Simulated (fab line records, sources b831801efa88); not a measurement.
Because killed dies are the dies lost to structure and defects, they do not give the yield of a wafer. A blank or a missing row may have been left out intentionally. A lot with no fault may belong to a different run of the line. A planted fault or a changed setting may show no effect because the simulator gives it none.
What tool caused it? | flow sky130 | 12 lots, 36 wafers sampled, at 1 step of a route of 708

== WHAT THE GAUGES READ, wafer by wafer ==
SKY_FIELD_ISO_THK_MEAS_02.
lot  | measured    | on           | FIELD_ISO_OXIDATION_00_THK (nm)
L075 | day 1 17:46 | filmMetro-04 | 12.24 12.34 12.52
L077 | day 2 03:43 | filmMetro-03 | 12.21 11.97 12.05
L079 | day 2 13:04 | filmMetro-04 | 12.36 12.50 12.36
L081 | day 3 00:59 | filmMetro-04 | 12.12 12.20 12.39
L083 | day 3 09:17 | filmMetro-04 | 11.83 11.84 11.93
L085 | day 3 19:30 | filmMetro-04 | 12.10 12.12 12.34
L087 | day 4 04:38 | filmMetro-03 | 12.04 12.40 12.06
L089 | day 4 17:31 | filmMetro-04 | 12.10 12.06 12.40
L091 | day 5 02:28 | filmMetro-03 | 12.05 12.02 11.95
L093 | day 5 11:28 | filmMetro-04 | 12.23 12.51 12.17
L095 | day 5 20:38 | filmMetro-03 | 12.05 11.93 11.94
L097 | day 6 08:44 | filmMetro-04 | 12.70 12.43 12.49

== TOOL THAT RAN EACH LOT (tool first, then ch and the chambers of the sampled wafers, then the start) ==
No process step before these readings appears in the record.

== THE ANSWER, worked out from the rows above alone ==
Rule: usual is defined by the lots themselves. Put in order of their means at a reading, lots are off if they are a third of the lots or fewer, leave a main group of 4 or more, and stand apart from it by a gap of 3 or more times the standard deviation of the main group's means; of several such gaps the widest counts. If all means in a main group match to the digits the tables above print for the reading, that group is not used. Also off: a lot with no number at a reading for which 4 or more lots have one. Any other lot the step has rows for is counted as sound.
No lot is off at any reading shown: from this, nothing can be told.

== WHAT THE SIMULATOR PUT IN ==
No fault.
